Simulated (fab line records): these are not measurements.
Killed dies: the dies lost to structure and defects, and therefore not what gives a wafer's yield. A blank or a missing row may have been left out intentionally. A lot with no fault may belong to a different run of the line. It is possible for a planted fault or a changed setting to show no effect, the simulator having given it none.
A sampling plan put to the test -- flow sky130 -- one fab line, 7 faults that these records tell of, each judged on the records of the lots that it struck
What counts as the plan is the set of the line's own looks, namely the steps on the route at which a gauge or an inspection reads a wafer and does not change it. A look can be judged if struck wafers have a number there and the file gives its usual mean and standard deviation on fault-free wafers. Caught: the struck wafers' mean, at a look after the fault's first step, is 4 or more of those standard deviations (sigma) away from the usual mean. On the tool: here the same test is run on the tool's own readings at the fault's steps. It also counts as caught if the struck wafers ran another recipe or if their record alone is blank.

## THE FAULTS, as the simulator had put them in
1. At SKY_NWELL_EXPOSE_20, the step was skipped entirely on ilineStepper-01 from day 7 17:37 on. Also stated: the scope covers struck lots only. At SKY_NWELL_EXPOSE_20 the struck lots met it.
2. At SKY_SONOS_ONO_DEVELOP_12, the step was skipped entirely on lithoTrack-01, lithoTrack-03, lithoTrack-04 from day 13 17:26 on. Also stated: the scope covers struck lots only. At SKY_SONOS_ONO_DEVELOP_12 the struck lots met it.
3. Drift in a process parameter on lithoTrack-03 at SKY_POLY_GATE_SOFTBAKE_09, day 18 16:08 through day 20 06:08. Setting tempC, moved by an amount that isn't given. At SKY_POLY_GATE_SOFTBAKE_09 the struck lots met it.
4. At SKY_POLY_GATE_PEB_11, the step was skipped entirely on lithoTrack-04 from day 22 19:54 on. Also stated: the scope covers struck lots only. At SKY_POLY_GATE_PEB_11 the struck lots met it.
5. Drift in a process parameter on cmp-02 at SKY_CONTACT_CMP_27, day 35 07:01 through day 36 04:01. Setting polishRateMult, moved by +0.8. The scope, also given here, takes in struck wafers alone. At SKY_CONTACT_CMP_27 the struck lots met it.
6. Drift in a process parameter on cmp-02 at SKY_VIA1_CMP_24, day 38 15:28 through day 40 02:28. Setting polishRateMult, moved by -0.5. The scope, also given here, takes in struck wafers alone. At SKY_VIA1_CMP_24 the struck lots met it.
7. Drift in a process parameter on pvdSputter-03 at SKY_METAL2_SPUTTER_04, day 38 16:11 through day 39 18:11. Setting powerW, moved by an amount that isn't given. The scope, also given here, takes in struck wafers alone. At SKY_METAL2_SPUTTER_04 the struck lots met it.

## WHAT THE PLAN SAW
fault,on the tool itself,first look that catches it,"reading, sigma",median hours from its first step to that look,hours from the fault's start to the first struck lot there,judged looks passed uncaught
1,no reading that can be judged,no look after it can be judged,-,-,-,0
2,the tool's record is blank for the struck wafers,no look after it can be judged,-,-,-,0
3,plateTempC -59 sigma,not the one look that can be judged after it,-,-,-,1
4,no reading that can be judged,no look after it can be judged,-,-,-,0
5,timeToEndpointS -8.2 sigma,no look after it can be judged,-,-,-,0
6,overpolishRunS -99 or beyond sigma,no look after it can be judged,-,-,-,0
7,cathodeDcPowerW +99 or beyond sigma,no look after it can be judged,-,-,-,0
A dash: the fault isn't caught, or these records don't give the number.

Caught at a look: 0 of 7. Caught on the tool: 5 of 7. By one or the other: 5 of 7.
On the tool alone, faults 2, 3, 5, 6, 7 were caught.
Caught by neither: faults 1, 4.
